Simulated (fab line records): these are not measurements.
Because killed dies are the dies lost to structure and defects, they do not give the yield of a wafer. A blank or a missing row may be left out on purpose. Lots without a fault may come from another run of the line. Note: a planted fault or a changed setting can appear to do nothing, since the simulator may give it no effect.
Chamber matching | flow sky130 | cmp-02 running SKY_LI_CONTACT_CMP_02: 4 sister chambers
The step polishes PSG. 4 wafers are shown with their chamber, then 7 later ones without.

== EACH WAFER AND ITS CHAMBER ==
wafer  | chamber | motorCurrentA (A)
L656.6 | 0       | 13.1
L657.6 | 2       | 12.6
L660.3 | 1       | 11.4
L660.4 | 3       | 12.7

== WAFERS WITH NO CHAMBER GIVEN ==
wafer  | motorCurrentA (A)
L660.5 | 12.1
L667.2 | 13.2
L667.4 | 13.0
L667.6 | 13.3
L670.1 | 12.4
L670.4 | 13.2
L670.6 | 13.6

== CHAMBER TAKEN BY EACH ==
wafer  | from the rows above               | in truth
L660.5 | can't be placed: 2 or 3 or 1 or 0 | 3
L667.2 | can't be placed: 0 or 3 or 2      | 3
L667.4 | can't be placed: 0 or 3 or 2      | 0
L667.6 | can't be placed: 0 or 3 or 2      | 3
L670.1 | can't be placed: 2 or 3 or 0      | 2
L670.4 | can't be placed: 0 or 3 or 2      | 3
L670.6 | can't be placed: 0 or 3 or 2      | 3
Placed correctly: 0 of 7. Can't be placed from these rows: 7 (the true chamber is among the candidates in 7). Wrongly placed: 0.
How it was worked out, from the rows above alone: a wafer's distance from a chamber is the root of the sum, over the readings, of the square of ((its reading less the chamber's mean) divided by the reading's scatter). If the next closest chamber is less than 2 further off than the closest, the wafer can't be placed; otherwise it belongs to the closest. For every chamber, the mean is computed from those of its wafers that are shown. The scatter: with one shown wafer a chamber, the root of the mean of the squares of how far each hidden wafer lies from its nearest shown one.
